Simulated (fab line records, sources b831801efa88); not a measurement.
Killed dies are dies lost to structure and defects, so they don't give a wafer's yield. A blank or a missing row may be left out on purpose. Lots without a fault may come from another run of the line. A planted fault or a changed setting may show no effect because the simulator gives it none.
Chamber matching | flow sfq_line | SFQ_TRILAYER_I0_VIA_ETCH_VIA_ETCH_034 on rie_diel-01: 4 sister chambers
The step etches SiO2 in CHF3, stops on Nb, target depth 260 nm. 14 wafers are shown with their chamber, then 7 later ones without.

WAFERS WITH THEIR CHAMBER
wafer  | chamber | drypump_motor_current_A (A) | oes_product_au (a.u.)
L695.3 | 0       | 5.6                         | 0.858
L695.4 | 3       | 5.4                         | 0.852
L695.5 | 1       | 5.2                         | 0.861
L696.2 | 2       | 6.3                         | 0.862
L696.4 | 1       | 5.2                         | 0.858
L696.5 | 1       | 5.2                         | 0.849
L699.2 | 2       | 6.4                         | 0.862
L699.4 | 1       | 5.2                         | 0.862
L699.6 | 3       | 5.4                         | 0.860
L703.2 | 2       | 6.4                         | 0.858
L703.3 | 3       | 5.4                         | 0.846
L703.5 | 3       | 5.4                         | 0.858
L705.1 | 3       | 5.4                         | 0.854
L705.3 | 1       | 5.2                         | 0.861

SIGNATURES (means of the wafers above)
reading                 | chamber 0 | chamber 1 | chamber 2 | chamber 3 | scatter within a chamber
drypump_motor_current_A | 5.600     | 5.200     | 6.367     | 5.400     | 0.0258
oes_product_au          | 0.85800   | 0.85820   | 0.86067   | 0.85400   | 0.00495
Rule: a wafer's distance from a chamber is the root of the sum, over the readings, of the square of ((its reading less the chamber's mean) divided by the reading's scatter). The wafer belongs to the nearest chamber; if the next one is less than 2 further off, it can't be placed. The scatter: the root of (the sum of the squares of (reading less its chamber's mean) over the shown wafers, divided by (wafers less chambers)).

WAFERS WITHOUT THEIR CHAMBER
wafer  | drypump_motor_current_A (A) | oes_product_au (a.u.)
L705.6 | 5.6                         | 0.850
L710.2 | 5.4                         | 0.842
L710.3 | 6.4                         | 0.846
L710.6 | 5.2                         | 0.846
L712.1 | 5.2                         | 0.861
L712.2 | 6.4                         | 0.856
L712.5 | 5.6                         | 0.859

WHICH CHAMBER EACH WENT THROUGH
wafer  | from the rows above | in truth
L705.6 | 0                   | 0
L710.2 | 3                   | 3
L710.3 | 2                   | 2
L710.6 | 1                   | 1
L712.1 | 1                   | 1
L712.2 | 2                   | 2
L712.5 | 0                   | 0
Placed correctly: 7 of 7. Can't be placed from these rows: 0. Placed wrongly: 0.
